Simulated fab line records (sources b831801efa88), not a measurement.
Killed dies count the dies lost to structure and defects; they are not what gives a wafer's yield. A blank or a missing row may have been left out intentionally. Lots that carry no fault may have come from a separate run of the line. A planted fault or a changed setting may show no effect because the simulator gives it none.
fab line records :: flow sky130
[record]
  lots = 10
  wafers = 30
  last-day = 50
route steps=708 shown NWELL@63 VT_ADJUST_LVTN@104 GATE_OXIDE@188 RES_PROTECT@215 PAD_OPEN@708
lots that met no fault: from a run of the same line without faults
start-h: hours from the record's first day to the start of the lot's first wafer shown :: wait-h: how many hours have passed since the lot's step before this one :: " the same as in the row above :: L1.1+2: a single row standing in for several wafers :: - either no value or no given start :: * or withheld: withheld :: < > ~ a bound
route shown NAME@n: a module of which the file shows steps, and the number in the route of the first :: usual: the fault-free wafers' mean and standard deviation :: same: alike in all rows :: chamber/n: place in a boat :: sites: each site's reading :: _std_site: the values' standard deviation :: _edge_site: inner sites' mean taken away from outer sites' mean :: radius-mm: how far each site lies from the wafer's centre :: mask NAME#n: copy n :: behind: the last tool/chamber to shape the wafer :: hold: reason for holding the lot/hours on hold/outcome of the hold :: device: the transistor (n, p or np) that didn't switch :: end of line: the route-end tests of the same wafers :: a step given without rows: its recipe and nothing more :: killed: not the wafer's yield, but the dies lost to structure and defects at the first sort :: map: dies across one wafer; x = killed, . = not, _ = none there
set.NAME: the run value of the setting; set.NAME@STEP: its run value at that earlier step :: model.NAME: the simulator's own value behind a step, which no gauge read
the route's steps for a sample of lots (tables are steps, rows are wafers)
services: the hour from which a tool's chamber was out of use, counted from the record's first day as start-h (under 0 if before that day), plus the number of hours and why
[[steps]]
[step SKY_NWELL_OVL_MEAS_10]
[usual]
  NWELL_00_OVL = 1.6/1.8
lot.wafer: L699.1
tool: overlay-01
chamber: -
start-h: 91.35
wait-h: -
NWELL_00_OVL[nm]: 3.9

lot.wafer: L699.2
tool: overlay-01
chamber: -
start-h: 91.35
wait-h: -
NWELL_00_OVL[nm]: 0.9

lot.wafer: L699.3
tool: overlay-01
chamber: -
start-h: 91.35
wait-h: -
NWELL_00_OVL[nm]: 4.0

lot.wafer: L700.1
tool: overlay-02
chamber: -
start-h: 92.56
wait-h: -
NWELL_00_OVL[nm]: 3.0

lot.wafer: L700.4
tool: overlay-02
chamber: -
start-h: 92.56
wait-h: -
NWELL_00_OVL[nm]: 3.0

lot.wafer: L700.5
tool: overlay-02
chamber: -
start-h: 92.56
wait-h: -
NWELL_00_OVL[nm]: 2.7

lot.wafer: L701.4
tool: overlay-02
chamber: -
start-h: 96.62
wait-h: -
NWELL_00_OVL[nm]: 1.5

lot.wafer: L701.5
tool: overlay-02
chamber: -
start-h: 96.62
wait-h: -
NWELL_00_OVL[nm]: 2.0

lot.wafer: L701.6
tool: overlay-02
chamber: -
start-h: 96.62
wait-h: -
NWELL_00_OVL[nm]: 2.6

lot.wafer: L702.1
tool: overlay-01
chamber: -
start-h: 104.01
wait-h: -
NWELL_00_OVL[nm]: 3.5

lot.wafer: L702.4
tool: overlay-01
chamber: -
start-h: 104.01
wait-h: -
NWELL_00_OVL[nm]: 2.9

lot.wafer: L702.5
tool: overlay-01
chamber: -
start-h: 104.01
wait-h: -
NWELL_00_OVL[nm]: -0.2

lot.wafer: L703.3
tool: overlay-01
chamber: -
start-h: 109.02
wait-h: -
NWELL_00_OVL[nm]: 1.9

lot.wafer: L703.5
tool: overlay-01
chamber: -
start-h: 109.02
wait-h: -
NWELL_00_OVL[nm]: 1.8

lot.wafer: L703.6
tool: overlay-01
chamber: -
start-h: 109.02
wait-h: -
NWELL_00_OVL[nm]: 2.3

lot.wafer: L710.2
tool: overlay-02
chamber: -
start-h: 148.91
wait-h: -
NWELL_00_OVL[nm]: 2.4

lot.wafer: L710.3
tool: overlay-02
chamber: -
start-h: 148.91
wait-h: -
NWELL_00_OVL[nm]: 3.7

lot.wafer: L710.5
tool: overlay-02
chamber: -
start-h: 148.91
wait-h: -
NWELL_00_OVL[nm]: 2.4

lot.wafer: L712.1
tool: overlay-02
chamber: -
start-h: 162.50
wait-h: -
NWELL_00_OVL[nm]: 1.5

lot.wafer: L712.4
tool: overlay-02
chamber: -
start-h: 162.50
wait-h: -
NWELL_00_OVL[nm]: -1.8

lot.wafer: L712.5
tool: overlay-02
chamber: -
start-h: 162.50
wait-h: -
NWELL_00_OVL[nm]: -0.5

lot.wafer: L720.2
tool: overlay-02
chamber: -
start-h: 206.66
wait-h: -
NWELL_00_OVL[nm]: 3.6

lot.wafer: L720.3
tool: overlay-02
chamber: -
start-h: 206.66
wait-h: -
NWELL_00_OVL[nm]: 2.2

lot.wafer: L720.4
tool: overlay-02
chamber: -
start-h: 206.66
wait-h: -
NWELL_00_OVL[nm]: -0.9

lot.wafer: L721.2
tool: overlay-01
chamber: -
start-h: 213.16
wait-h: -
NWELL_00_OVL[nm]: 1.9

lot.wafer: L721.3
tool: overlay-01
chamber: -
start-h: 213.16
wait-h: -
NWELL_00_OVL[nm]: 0.7

lot.wafer: L721.4
tool: overlay-01
chamber: -
start-h: 213.16
wait-h: -
NWELL_00_OVL[nm]: -0.2

lot.wafer: L722.2
tool: overlay-01
chamber: -
start-h: 219.91
wait-h: -
NWELL_00_OVL[nm]: 0.4

lot.wafer: L722.4
tool: overlay-01
chamber: -
start-h: 219.91
wait-h: -
NWELL_00_OVL[nm]: 0.4

lot.wafer: L722.6
tool: overlay-01
chamber: -
start-h: 219.91
wait-h: -
NWELL_00_OVL[nm]: 0.5
[step SKY_VT_ADJUST_LVTN_OVL_MEAS_07]
[usual]
  VT_ADJUST_LVTN_OVL = -1.1/1.4
lot.wafer: L699.1
tool: overlay-02
chamber: -
start-h: 147.16
wait-h: -
VT_ADJUST_LVTN_OVL[nm]: -3.2

lot.wafer: L699.2
tool: overlay-02
chamber: -
start-h: 147.16
wait-h: -
VT_ADJUST_LVTN_OVL[nm]: -0.8

lot.wafer: L699.3
tool: overlay-02
chamber: -
start-h: 147.16
wait-h: -
VT_ADJUST_LVTN_OVL[nm]: -1.7

lot.wafer: L700.1
tool: overlay-01
chamber: -
start-h: 151.01
wait-h: -
VT_ADJUST_LVTN_OVL[nm]: -2.6

lot.wafer: L700.4
tool: overlay-01
chamber: -
start-h: 151.01
wait-h: -
VT_ADJUST_LVTN_OVL[nm]: -0.2

lot.wafer: L700.5
tool: overlay-01
chamber: -
start-h: 151.01
wait-h: -
VT_ADJUST_LVTN_OVL[nm]: -0.7

lot.wafer: L701.4
tool: overlay-02
chamber: -
start-h: 155.18
wait-h: -
VT_ADJUST_LVTN_OVL[nm]: -3.5

lot.wafer: L701.5
tool: overlay-02
chamber: -
start-h: 155.18
wait-h: -
VT_ADJUST_LVTN_OVL[nm]: -6.0

lot.wafer: L701.6
tool: overlay-02
chamber: -
start-h: 155.18
wait-h: -
VT_ADJUST_LVTN_OVL[nm]: -1.7

lot.wafer: L702.1
tool: overlay-01
chamber: -
start-h: 164.06
wait-h: -
VT_ADJUST_LVTN_OVL[nm]: -0.5

lot.wafer: L702.4
tool: overlay-01
chamber: -
start-h: 164.06
wait-h: -
VT_ADJUST_LVTN_OVL[nm]: -2.3

lot.wafer: L702.5
tool: overlay-01
chamber: -
start-h: 164.06
wait-h: -
VT_ADJUST_LVTN_OVL[nm]: -3.5

lot.wafer: L703.3
tool: overlay-02
chamber: -
start-h: 167.87
wait-h: -
VT_ADJUST_LVTN_OVL[nm]: -1.1

lot.wafer: L703.5
tool: overlay-02
chamber: -
start-h: 167.87
wait-h: -
VT_ADJUST_LVTN_OVL[nm]: -0.8

lot.wafer: L703.6
tool: overlay-02
chamber: -
start-h: 167.87
wait-h: -
VT_ADJUST_LVTN_OVL[nm]: -0.3

lot.wafer: L710.2
tool: overlay-02
chamber: -
start-h: 211.65
wait-h: -
VT_ADJUST_LVTN_OVL[nm]: -3.3

lot.wafer: L710.3
tool: overlay-02
chamber: -
start-h: 211.65
wait-h: -
VT_ADJUST_LVTN_OVL[nm]: -0.4

lot.wafer: L710.5
tool: overlay-02
chamber: -
start-h: 211.65
wait-h: -
VT_ADJUST_LVTN_OVL[nm]: -2.2

lot.wafer: L712.1
tool: overlay-02
chamber: -
start-h: 228.46
wait-h: -
VT_ADJUST_LVTN_OVL[nm]: -1.8

lot.wafer: L712.4
tool: overlay-02
chamber: -
start-h: 228.46
wait-h: -
VT_ADJUST_LVTN_OVL[nm]: -0.7

lot.wafer: L712.5
tool: overlay-02
chamber: -
start-h: 228.46
wait-h: -
VT_ADJUST_LVTN_OVL[nm]: -2.8

lot.wafer: L720.2
tool: overlay-02
chamber: -
start-h: 279.06
wait-h: -
VT_ADJUST_LVTN_OVL[nm]: -1.4

lot.wafer: L720.3
tool: overlay-02
chamber: -
start-h: 279.06
wait-h: -
VT_ADJUST_LVTN_OVL[nm]: -0.7

lot.wafer: L720.4
tool: overlay-02
chamber: -
start-h: 279.06
wait-h: -
VT_ADJUST_LVTN_OVL[nm]: -0.8

lot.wafer: L721.2
tool: overlay-01
chamber: -
start-h: 285.15
wait-h: -
VT_ADJUST_LVTN_OVL[nm]: -1.5

lot.wafer: L721.3
tool: overlay-01
chamber: -
start-h: 285.15
wait-h: -
VT_ADJUST_LVTN_OVL[nm]: -0.6

lot.wafer: L721.4
tool: overlay-01
chamber: -
start-h: 285.15
wait-h: -
VT_ADJUST_LVTN_OVL[nm]: -1.0

lot.wafer: L722.2
tool: overlay-01
chamber: -
start-h: 293.45
wait-h: -
VT_ADJUST_LVTN_OVL[nm]: -0.8

lot.wafer: L722.4
tool: overlay-01
chamber: -
start-h: 293.45
wait-h: -
VT_ADJUST_LVTN_OVL[nm]: -0.6

lot.wafer: L722.6
tool: overlay-01
chamber: -
start-h: 293.45
wait-h: -
VT_ADJUST_LVTN_OVL[nm]: 0.6
[step SKY_GATE_OXIDE_OXIDATION_01]
[recipe]
  temp-c = 900
  ambient = O2
  stabilise-s = 600
  purge-s = 300
  target-thk-a = 102.68
  ox-time-s = 1473
[usual]
  spike-tc-centre-C = 899.9/0.98
  spike-tc-lower-C = 900.8/1.1
  zone-power-bottom-pct = 29.6/0.35
  zone-power-centre-pct = 17.9/1.7
  zone-power-lower-pct = 18.4/1.5
  zone-power-upper-pct = 18.7/0.33
lot.wafer: L699.1
tool: furnace-02
chamber: 0
start-h: 290.15
wait-h: 0.4
spike-tc-centre-C: 898.6
spike-tc-lower-C: 900.8
zone-power-bottom-pct: 29.6
zone-power-centre-pct: 20.0
zone-power-lower-pct: 20.2
zone-power-upper-pct: 18.3

lot.wafer: L699.2
tool: furnace-02
chamber: 0
start-h: 290.15
wait-h: 0.4
spike-tc-centre-C: 901.4
spike-tc-lower-C: 899.6
zone-power-bottom-pct: 30.1
zone-power-centre-pct: 19.9
zone-power-lower-pct: 20.6
zone-power-upper-pct: 18.0

lot.wafer: L699.3
tool: furnace-02
chamber: 0
start-h: 290.15
wait-h: 0.4
spike-tc-centre-C: 900.2
spike-tc-lower-C: 899.8
zone-power-bottom-pct: 29.6
zone-power-centre-pct: 20.3
zone-power-lower-pct: 20.2
zone-power-upper-pct: 18.6

lot.wafer: L700.1
tool: furnace-02
chamber: 0
start-h: 292.89
wait-h: 0.0
spike-tc-centre-C: 900.7
spike-tc-lower-C: 901.2
zone-power-bottom-pct: 30.2
zone-power-centre-pct: 20.3
zone-power-lower-pct: 20.1
zone-power-upper-pct: 18.5

lot.wafer: L700.4
tool: furnace-02
chamber: 0
start-h: 292.89
wait-h: 0.0
spike-tc-centre-C: 898.2
spike-tc-lower-C: 899.5
zone-power-bottom-pct: 29.6
zone-power-centre-pct: 20.3
zone-power-lower-pct: 20.2
zone-power-upper-pct: 18.1

lot.wafer: L700.5
tool: furnace-02
chamber: 0
start-h: 292.89
wait-h: 0.0
spike-tc-centre-C: 901.1
spike-tc-lower-C: 901.1
zone-power-bottom-pct: 29.6
zone-power-centre-pct: 20.2
zone-power-lower-pct: 20.3
zone-power-upper-pct: 18.1

lot.wafer: L701.4
tool: furnace-02
chamber: 0
start-h: 298.47
wait-h: 0.0
spike-tc-centre-C: 897.9
spike-tc-lower-C: 898.1
zone-power-bottom-pct: 29.9
zone-power-centre-pct: 20.1
zone-power-lower-pct: 20.4
zone-power-upper-pct: 18.4

lot.wafer: L701.5
tool: furnace-02
chamber: 0
start-h: 298.47
wait-h: 0.0
spike-tc-centre-C: 899.5
spike-tc-lower-C: 899.8
zone-power-bottom-pct: 30.0
zone-power-centre-pct: 20.4
zone-power-lower-pct: 20.2
zone-power-upper-pct: 18.4

lot.wafer: L701.6
tool: furnace-02
chamber: 0
start-h: 298.47
wait-h: 0.0
spike-tc-centre-C: 897.8
spike-tc-lower-C: 898.8
zone-power-bottom-pct: 30.3
zone-power-centre-pct: 20.2
zone-power-lower-pct: 20.4
zone-power-upper-pct: 18.0

lot.wafer: L702.1
tool: furnace-01
chamber: 0
start-h: 311.63
wait-h: 0.4
spike-tc-centre-C: 900.1
spike-tc-lower-C: 901.1
zone-power-bottom-pct: 29.2
zone-power-centre-pct: 16.6
zone-power-lower-pct: 17.6
zone-power-upper-pct: 19.0

lot.wafer: L702.4
tool: furnace-01
chamber: 0
start-h: 311.63
wait-h: 0.4
spike-tc-centre-C: 901.1
spike-tc-lower-C: 899.8
zone-power-bottom-pct: 30.2
zone-power-centre-pct: 16.6
zone-power-lower-pct: 17.1
zone-power-upper-pct: 18.5

lot.wafer: L702.5
tool: furnace-01
chamber: 0
start-h: 311.63
wait-h: 0.4
spike-tc-centre-C: 899.5
spike-tc-lower-C: 901.3
zone-power-bottom-pct: 30.3
zone-power-centre-pct: 16.9
zone-power-lower-pct: 17.5
zone-power-upper-pct: 19.0

lot.wafer: L703.3
tool: furnace-02
chamber: 0
start-h: 315.45
wait-h: 1.3
spike-tc-centre-C: 898.4
spike-tc-lower-C: 900.0
zone-power-bottom-pct: 29.3
zone-power-centre-pct: 20.2
zone-power-lower-pct: 20.3
zone-power-upper-pct: 18.1

lot.wafer: L703.5
tool: furnace-02
chamber: 0
start-h: 315.45
wait-h: 1.3
spike-tc-centre-C: 899.6
spike-tc-lower-C: 901.9
zone-power-bottom-pct: 29.9
zone-power-centre-pct: 20.3
zone-power-lower-pct: 20.5
zone-power-upper-pct: 18.3

lot.wafer: L703.6
tool: furnace-02
chamber: 0
start-h: 315.45
wait-h: 1.3
spike-tc-centre-C: 898.5
spike-tc-lower-C: 901.1
zone-power-bottom-pct: 29.8
zone-power-centre-pct: 20.0
zone-power-lower-pct: 20.1
zone-power-upper-pct: 18.5

lot.wafer: L710.2
tool: furnace-01
chamber: 0
start-h: 372.23
wait-h: 0.0
spike-tc-centre-C: 921.5
spike-tc-lower-C: 898.0
zone-power-bottom-pct: 30.0
zone-power-centre-pct: 22.8
zone-power-lower-pct: 13.7
zone-power-upper-pct: 15.0

lot.wafer: L710.3
tool: furnace-01
chamber: 0
start-h: 372.23
wait-h: 0.0
spike-tc-centre-C: 922.2
spike-tc-lower-C: 898.2
zone-power-bottom-pct: 30.1
zone-power-centre-pct: 23.4
zone-power-lower-pct: 13.6
zone-power-upper-pct: 14.9

lot.wafer: L710.5
tool: furnace-01
chamber: 0
start-h: 372.23
wait-h: 0.0
spike-tc-centre-C: 919.4
spike-tc-lower-C: 897.6
zone-power-bottom-pct: 30.0
zone-power-centre-pct: 23.4
zone-power-lower-pct: 13.5
zone-power-upper-pct: 15.0

lot.wafer: L712.1
tool: furnace-01
chamber: 0
start-h: 394.33
wait-h: 0.5
spike-tc-centre-C: 919.9
spike-tc-lower-C: 896.2
zone-power-bottom-pct: 30.6
zone-power-centre-pct: 23.3
zone-power-lower-pct: 13.5
zone-power-upper-pct: 14.8

lot.wafer: L712.4
tool: furnace-01
chamber: 0
start-h: 394.33
wait-h: 0.5
spike-tc-centre-C: 921.4
spike-tc-lower-C: 897.2
zone-power-bottom-pct: 30.0
zone-power-centre-pct: 23.4
zone-power-lower-pct: 13.6
zone-power-upper-pct: 14.6

lot.wafer: L712.5
tool: furnace-01
chamber: 0
start-h: 394.33
wait-h: 0.5
spike-tc-centre-C: 920.8
spike-tc-lower-C: 897.9
zone-power-bottom-pct: 30.4
zone-power-centre-pct: 23.4
zone-power-lower-pct: 13.4
zone-power-upper-pct: 14.5

lot.wafer: L720.2
tool: furnace-01
chamber: 0
start-h: 455.22
wait-h: 0.0
spike-tc-centre-C: 900.6
spike-tc-lower-C: 901.8
zone-power-bottom-pct: 29.4
zone-power-centre-pct: 16.7
zone-power-lower-pct: 17.3
zone-power-upper-pct: 18.9

lot.wafer: L720.3
tool: furnace-01
chamber: 0
start-h: 455.22
wait-h: 0.0
spike-tc-centre-C: 900.0
spike-tc-lower-C: 901.9
zone-power-bottom-pct: 29.4
zone-power-centre-pct: 16.5
zone-power-lower-pct: 17.4
zone-power-upper-pct: 18.9

lot.wafer: L720.4
tool: furnace-01
chamber: 0
start-h: 455.22
wait-h: 0.0
spike-tc-centre-C: 899.9
spike-tc-lower-C: 901.8
zone-power-bottom-pct: 29.8
zone-power-centre-pct: 16.5
zone-power-lower-pct: 16.9
zone-power-upper-pct: 18.6

lot.wafer: L721.2
tool: furnace-01
chamber: 0
start-h: 466.37
wait-h: 0.7
spike-tc-centre-C: 900.0
spike-tc-lower-C: 900.3
zone-power-bottom-pct: 29.4
zone-power-centre-pct: 16.8
zone-power-lower-pct: 17.1
zone-power-upper-pct: 18.7

lot.wafer: L721.3
tool: furnace-01
chamber: 0
start-h: 466.37
wait-h: 0.7
spike-tc-centre-C: 898.8
spike-tc-lower-C: 901.6
zone-power-bottom-pct: 29.2
zone-power-centre-pct: 16.6
zone-power-lower-pct: 17.2
zone-power-upper-pct: 19.0

lot.wafer: L721.4
tool: furnace-01
chamber: 0
start-h: 466.37
wait-h: 0.7
spike-tc-centre-C: 899.5
spike-tc-lower-C: 901.6
zone-power-bottom-pct: 29.7
zone-power-centre-pct: 16.6
zone-power-lower-pct: 17.4
zone-power-upper-pct: 18.9

lot.wafer: L722.2
tool: furnace-02
chamber: 0
start-h: 472.68
wait-h: 1.1
spike-tc-centre-C: 898.1
spike-tc-lower-C: 902.1
zone-power-bottom-pct: 29.4
zone-power-centre-pct: 19.8
zone-power-lower-pct: 20.4
zone-power-upper-pct: 18.3

lot.wafer: L722.4
tool: furnace-02
chamber: 0
start-h: 472.68
wait-h: 1.1
spike-tc-centre-C: 898.2
spike-tc-lower-C: 900.5
zone-power-bottom-pct: 29.3
zone-power-centre-pct: 20.1
zone-power-lower-pct: 20.6
zone-power-upper-pct: 18.1

lot.wafer: L722.6
tool: furnace-02
chamber: 0
start-h: 472.68
wait-h: 1.1
spike-tc-centre-C: 899.4
spike-tc-lower-C: 900.8
zone-power-bottom-pct: 29.6
zone-power-centre-pct: 20.0
zone-power-lower-pct: 20.4
zone-power-upper-pct: 18.5
[step SKY_RES_PROTECT_TW_MEAS_08]
[usual]
  POLY_GATE_TW = 4021/43
lot.wafer: L699.1
tool: film-metro-04
chamber: -
start-h: 348.87
wait-h: 0.1
POLY_GATE_TW: 4045

lot.wafer: L699.2
tool: film-metro-04
chamber: -
start-h: 348.87
wait-h: 0.1
POLY_GATE_TW: 4057

lot.wafer: L699.3
tool: film-metro-04
chamber: -
start-h: 348.87
wait-h: 0.1
POLY_GATE_TW: 4054

lot.wafer: L700.1
tool: film-metro-04
chamber: -
start-h: 350.42
wait-h: 0.1
POLY_GATE_TW: 4051

lot.wafer: L700.4
tool: film-metro-04
chamber: -
start-h: 350.42
wait-h: 0.1
POLY_GATE_TW: 4049

lot.wafer: L700.5
tool: film-metro-04
chamber: -
start-h: 350.42
wait-h: 0.1
POLY_GATE_TW: 4061

lot.wafer: L701.4
tool: film-metro-04
chamber: -
start-h: 357.54
wait-h: 0.1
POLY_GATE_TW: 4048

lot.wafer: L701.5
tool: film-metro-04
chamber: -
start-h: 357.54
wait-h: 0.1
POLY_GATE_TW: 4042

lot.wafer: L701.6
tool: film-metro-04
chamber: -
start-h: 357.54
wait-h: 0.1
POLY_GATE_TW: 4035

lot.wafer: L702.1
tool: film-metro-04
chamber: -
start-h: 371.82
wait-h: 0.1
POLY_GATE_TW: 4068

lot.wafer: L702.4
tool: film-metro-04
chamber: -
start-h: 371.82
wait-h: 0.1
POLY_GATE_TW: 4049

lot.wafer: L702.5
tool: film-metro-04
chamber: -
start-h: 371.82
wait-h: 0.1
POLY_GATE_TW: 4070

lot.wafer: L703.3
tool: film-metro-02
chamber: -
start-h: 375.44
wait-h: 0.1
POLY_GATE_TW: 3973

lot.wafer: L703.5
tool: film-metro-02
chamber: -
start-h: 375.44
wait-h: 0.1
POLY_GATE_TW: 3946

lot.wafer: L703.6
tool: film-metro-02
chamber: -
start-h: 375.44
wait-h: 0.1
POLY_GATE_TW: 3980

lot.wafer: L710.2
tool: film-metro-04
chamber: -
start-h: 440.08
wait-h: 0.1
POLY_GATE_TW: 4061

lot.wafer: L710.3
tool: film-metro-04
chamber: -
start-h: 440.08
wait-h: 0.1
POLY_GATE_TW: 4049

lot.wafer: L710.5
tool: film-metro-04
chamber: -
start-h: 440.08
wait-h: 0.1
POLY_GATE_TW: 4069

lot.wafer: L712.1
tool: film-metro-02
chamber: -
start-h: 461.46
wait-h: 0.1
POLY_GATE_TW: 3986

lot.wafer: L712.4
tool: film-metro-02
chamber: -
start-h: 461.46
wait-h: 0.1
POLY_GATE_TW: 4004

lot.wafer: L712.5
tool: film-metro-02
chamber: -
start-h: 461.46
wait-h: 0.1
POLY_GATE_TW: 4009

lot.wafer: L720.2
tool: film-metro-02
chamber: -
start-h: 520.47
wait-h: 0.1
POLY_GATE_TW: 3961

lot.wafer: L720.3
tool: film-metro-02
chamber: -
start-h: 520.47
wait-h: 0.1
POLY_GATE_TW: 3959

lot.wafer: L720.4
tool: film-metro-02
chamber: -
start-h: 520.47
wait-h: 0.1
POLY_GATE_TW: 3959

lot.wafer: L721.2
tool: film-metro-02
chamber: -
start-h: 530.87
wait-h: 0.1
POLY_GATE_TW: 3952

lot.wafer: L721.3
tool: film-metro-02
chamber: -
start-h: 530.87
wait-h: 0.1
POLY_GATE_TW: 3940

lot.wafer: L721.4
tool: film-metro-02
chamber: -
start-h: 530.87
wait-h: 0.1
POLY_GATE_TW: 3958

lot.wafer: L722.2
tool: film-metro-02
chamber: -
start-h: 537.61
wait-h: 0.1
POLY_GATE_TW: 3958

lot.wafer: L722.4
tool: film-metro-02
chamber: -
start-h: 537.61
wait-h: 0.1
POLY_GATE_TW: 3966

lot.wafer: L722.6
tool: film-metro-02
chamber: -
start-h: 537.61
wait-h: 0.1
POLY_GATE_TW: 3952
[step SKY_PAD_OPEN_PROBE_99]
[usual]
  killed_at_M0_to_M3 = 41/6.2
  killed_at_M4_up = 3.0/1.7
  killed-at-contacts = 25/5.8
  killed-at-front-end = 16/4.5
  killed-at-other = 0.2/0.42
  killed-dies = 85/8.4
  killed-open = 46/5.9
  killed-short = 39/6.3
[same]
  gross-dies = 492
  killed-at-back-side = 0
lot.wafer: L710.2
tool: prober-01
chamber: -
start-h: 1146.01
wait-h: 0.1
killed_at_M0_to_M3: 44
killed_at_M4_up: 1
killed-at-contacts: 19
killed-at-front-end: 13
killed-at-other: 1
killed-dies: 78
killed-open: 47
killed-short: 31

lot.wafer: L710.3
tool: prober-01
chamber: -
start-h: 1146.06
wait-h: 0.2
killed_at_M0_to_M3: 42
killed_at_M4_up: 6
killed-at-contacts: 15
killed-at-front-end: 25
killed-at-other: 0
killed-dies: 88
killed-open: 47
killed-short: 41

lot.wafer: L710.5
tool: prober-01
chamber: -
start-h: 1146.16
wait-h: 0.2
killed_at_M0_to_M3: 39
killed_at_M4_up: 3
killed-at-contacts: 24
killed-at-front-end: 15
killed-at-other: 0
killed-dies: 81
killed-open: 40
killed-short: 41
// killed by level:class
L710.2 VIA1:geometric-particle:open=13 CONTACT:geometric-particle:open=7 LI_CONTACT:geometric-particle:open=5 METAL1:geometric-particle:short=5 METAL2:geometric-particle:short=5 FIELD_ISO:geometric-particle:short=4 VIA3:geometric-particle:open=4 VIA2:geometric-particle:open=4
L710.3 VIA1:geometric-particle:open=12 FIELD_ISO:geometric-particle:open=8 FIELD_ISO:geometric-particle:short=6 METAL2:geometric-particle:short=6 LI_CONTACT:geometric-particle:open=5 CONTACT:geometric-particle:short=5 VIA3:geometric-particle:open=5 VIA1:geometric-particle:short=4
L710.5 VIA1:geometric-particle:open=11 FIELD_ISO:geometric-particle:short=7 VIA3:geometric-particle:open=7 LI_CONTACT:geometric-particle:open=6 CONTACT:geometric-particle:short=5 CONTACT:geometric-particle:open=5 METAL2:geometric-particle:short=5 LOCAL_INTERCONNECT:geometric-particle:short=4
[[services]]
tool: furnace-01
chamber: -
start-h: 329.06
hours: 11.4
kind: pm

tool: furnace-02
chamber: -
start-h: 400.63
hours: 3.4
kind: pm

tool: furnace-01
chamber: -
start-h: 415.41
hours: 2.9
kind: pm
[[key]]
[first-sign]
  step = SKY_GATE_OXIDE_OXIDATION_01
  reading = spike-tc-centre-C
  direction = up
  sigmas = 21
  usual = 899.9
  struck = 920.9
[effect]
  step = SKY_GATE_OXIDE_OXIDATION_01
  reading = zone-power-upper-pct
  direction = down
  sigmas = 12
  usual = 18.7
  struck = 14.8
met-at SKY_GATE_OXIDE_OXIDATION_01
struck-lots L710,L712
tester-left-out L710,L712
not-acting-at SKY_NWELL_OVL_MEAS_10,SKY_VT_ADJUST_LVTN_OVL_MEAS_07,SKY_RES_PROTECT_TW_MEAS_08
onset-between 311.63 372.23
[fault]
  kind = process-parameter-drift
  tool = furnace-01
  chamber = -
  onset-h = 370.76
  steps = SKY_GATE_OXIDE_OXIDATION_01
  channel = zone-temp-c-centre
  offset = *
  shape = step
  end-h = 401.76
// tester-left-out: of these lots the tester's yield and bins aren't shown, on N5 and GAA mostly nor the transistor test; their killed dies are dies lost to structure and defects alone, not to doping, threshold or leakage, so they don't give the yield
